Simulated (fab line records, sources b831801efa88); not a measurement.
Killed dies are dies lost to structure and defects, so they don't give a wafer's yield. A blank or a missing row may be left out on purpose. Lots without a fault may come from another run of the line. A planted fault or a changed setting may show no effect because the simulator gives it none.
A struck lot beside a sound one | flow sky130 | 17 steps out of a route of 708
Sound: wafers L903.1, L903.4, L903.6. Struck: wafers L912.1, L912.4, L912.5. The cause comes at the end.
At each step with rows: each side's tool, then ch and its chambers, then its first start. Under that, the readings that differ: sound wafers | struck wafers | difference of the means | sigmas: that difference in standard deviations of wafers without a fault.
alike: readings whose means differ by less than 2 such deviations, and words and numbers that are the same on both sides. not compared: withheld readings, readings that some wafer has no value for, bounds like >300 that may hide the same value, and numbers for which the record gives no deviation and whose values overlap.
The two part at a step that has a row with sigmas, a row that says differs or no value, or rows on one side only. Numbers that don't overlap but have no deviation are shown without sigmas and don't part them. A reading that every wafer of one side lacks parts them only if that side has two wafers or more.

first, 1 step without rows for these wafers: SKY_LDD_N_IMPLANT_15.
SKY_LDD_N_STRIP_16: strips in O2/N2.
  sound on plasma_asher-02 ch 1, day 20 12:00; struck on plasma_asher-01 ch 0,1, day 23 02:33
  alike: drypump_motor_current_A, oes_product_au, strip_time_to_endpoint_s
  not compared: rf_hours_counter_h
SKY_LDD_N_TW_MEAS_17:
  sound on film_metro-04, day 20 12:06; struck on film_metro-01, day 23 02:39
  reading  | sound          | struck         | difference | sigmas
  LDD_N_TW | 2588 2581 2584 | 2670 2663 2665 | +82        | +2
then, 7 steps without rows for these wafers: SKY_LDD_P_DEHYDRATE_00 (time 60 s); SKY_LDD_P_HMDS_01 (prime time 60 s); SKY_LDD_P_COAT_02 (resist thk 1140 nm); SKY_LDD_P_SOFTBAKE_03 (time 60 s); SKY_LDD_P_EXPOSE_04 (exposes mask PSDM, target cd 380 nm); SKY_LDD_P_PEB_05; SKY_LDD_P_DEVELOP_06 (develop time 60 s).
SKY_LDD_P_CD_MEAS_07: target cd 380 nm.
  sound on cd_sem-01, day 21 18:29; struck on cd_sem-02, day 24 07:58
  alike: cd_nm
SKY_LDD_P_OVL_MEAS_08:
  sound on overlay-01, day 21 18:37; struck on overlay-01, day 24 08:05
  alike: LDD_P_OVL
SKY_LDD_P_IMPLANT_09:
  sound on implanter-04 ch 0, day 21 18:39; struck on implanter-03 ch 0, day 24 08:26
  alike: end_station_pressure_torr
SKY_LDD_P_STRIP_10: strips in O2/N2.
  sound on plasma_asher-03 ch 0,1, day 21 18:48; struck on plasma_asher-04 ch 1, day 24 08:35
  alike: drypump_motor_current_A, oes_product_au, strip_time_to_endpoint_s
  not compared: rf_hours_counter_h
SKY_LDD_P_TW_MEAS_11:
  sound on film_metro-01, day 21 18:54; struck on film_metro-03, day 24 08:41
  reading  | sound       | struck      | difference | sigmas
  LDD_P_TW | 653 652 655 | 787 790 789 | +135       | +17
then, 1 step without rows for these wafers: SKY_LDD_HVN_DEHYDRATE_00 (time 60 s).
-- the record jumps here: 25 days lie between the struck wafers' starts before and after (it left off in module LDD_HVN and takes up again in module PAD_OPEN, whose first step shown is number 708 of the route) --
SKY_PAD_OPEN_PROBE_99:
  sound on prober-02, day 47 15:23; struck on prober-02, day 49 09:34
  reading                                 | sound             | struck            | difference | sigmas
  model.etest.tip_p.rs_ohm_sq             | 6946 6933 6944    | 3926 3962 3962    | -2991      |
  model.etest.pfet_01v8.r_on_ohm_um       | 2952 2888 2918    | 2823 2726 2786    | -141       |
  model.etest.tip_p.rs_ohm_sq_range       | 324.9 208.2 257.5 | 127.3 120 113.6   | -143.2     |
  model.etest.pfet_01v8.drive_ua_um       | 187.6 191.9 191.1 | 200.2 210.3 203.1 | +14.3      |
  model.etest.sram_pfet_latch.drive_ua_um | 136.4 146.3 139.1 | 155.2 152.4 154.5 | +13.4      |
  model.etest.pfet_01v8_hvt.drive_ua_um   | 139.8 143.3 140.8 | 148.2 156.7 151   | +10.7      |
  model.etest.pfet_01v8_mvt.drive_ua_um   | 148.6 151 149.2   | 153.8 156 153.3   | +4.8       |
  model.etest.pfet_01v8_lvt.drive_ua_um   | 176.7 177.4 175.2 | 179.8 183.9 179.6 | +4.7       |
  alike: killed_at_M0_to_M3, killed_at_M4_up, killed_at_contacts, killed_at_front_end, killed_at_other, killed_dies, killed_open, killed_short

WHERE THEY PART
First at SKY_LDD_N_TW_MEAS_17; last, within this record, at SKY_LDD_P_TW_MEAS_11. Later steps at which nothing parts them and some readings are alike: SKY_PAD_OPEN_PROBE_99.

WHY: what the simulator had put in
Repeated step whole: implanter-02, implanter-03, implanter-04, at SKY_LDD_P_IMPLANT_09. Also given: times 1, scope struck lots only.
